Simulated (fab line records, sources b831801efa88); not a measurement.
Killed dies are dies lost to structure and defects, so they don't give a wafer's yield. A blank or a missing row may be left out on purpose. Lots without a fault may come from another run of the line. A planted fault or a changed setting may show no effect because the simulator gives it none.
Which tool did it? | flow sky130 | 12 lots, 36 wafers sampled, at 2 steps of a route of 708

WHAT THE GAUGES READ, wafer by wafer
SKY_POLY_GATE_OVL_MEAS_14.
lot  | measured     | on         | POLY_GATE_OVL (nm)
L075 | day 16 14:17 | overlay-02 | 4 0 6
L077 | day 17 06:49 | overlay-02 | -1 -3 -4
L079 | day 18 06:59 | overlay-02 | 4 2 -4
L081 | day 19 05:36 | overlay-01 | 5 4 6
L083 | day 20 12:56 | overlay-01 | 3 6 2
L085 | day 21 00:02 | overlay-01 | 0 3 5
L087 | day 21 12:34 | overlay-01 | 10 2 5
L089 | day 22 04:12 | overlay-02 | 6 0 2
L091 | day 23 01:57 | overlay-02 | 1 -7 -4
L093 | day 23 11:42 | overlay-02 | 8 6 3
L095 | day 24 04:16 | overlay-02 | 0 4 6
L097 | day 24 21:14 | overlay-01 | -3 5 5

WHICH TOOL RAN EACH LOT (tool, then ch and the chambers of the sampled wafers, then the start)
lot  | SKY_NWELL_STRIP_25
L075 | plasma_asher-03 ch 0,1, day 5 06:25
L077 | plasma_asher-04 ch 0,1, day 5 21:45
L079 | plasma_asher-01 ch 0,1, day 6 10:49
L081 | plasma_asher-04 ch 0,1, day 7 01:04
L083 | plasma_asher-01 ch 0,1, day 8 00:01
L085 | plasma_asher-03 ch 0,1, day 8 04:55
L087 | plasma_asher-03 ch 0,1, day 8 15:54
L089 | plasma_asher-04 ch 0,1, day 8 23:16
L091 | plasma_asher-03 ch 0,1, day 9 17:09
L093 | plasma_asher-01 ch 0,1, day 10 03:19
L095 | plasma_asher-01 ch 0,1, day 10 17:04
L097 | plasma_asher-03 ch 0,1, day 11 06:34
- SKY_NWELL_STRIP_25: strips in O2/N2.

THE ANSWER, worked out from the rows above alone
Rule: what is usual is taken from the lots themselves. Put in order of their means at a reading, lots are off if they are a third of the lots or fewer, leave a main group of 4 or more, and stand apart from it by a gap of 3 or more times the standard deviation of the main group's means; of several such gaps the widest counts. A main group whose means are all the same, to the digits that the tables above print for the reading, isn't used. A lot without any number at a reading at which 4 lots or more have one is off too. The other lots that the step has rows for count as sound.
No lot is off at any reading shown: from this, nothing can be told.

WHAT THE SIMULATOR HAD PUT IN
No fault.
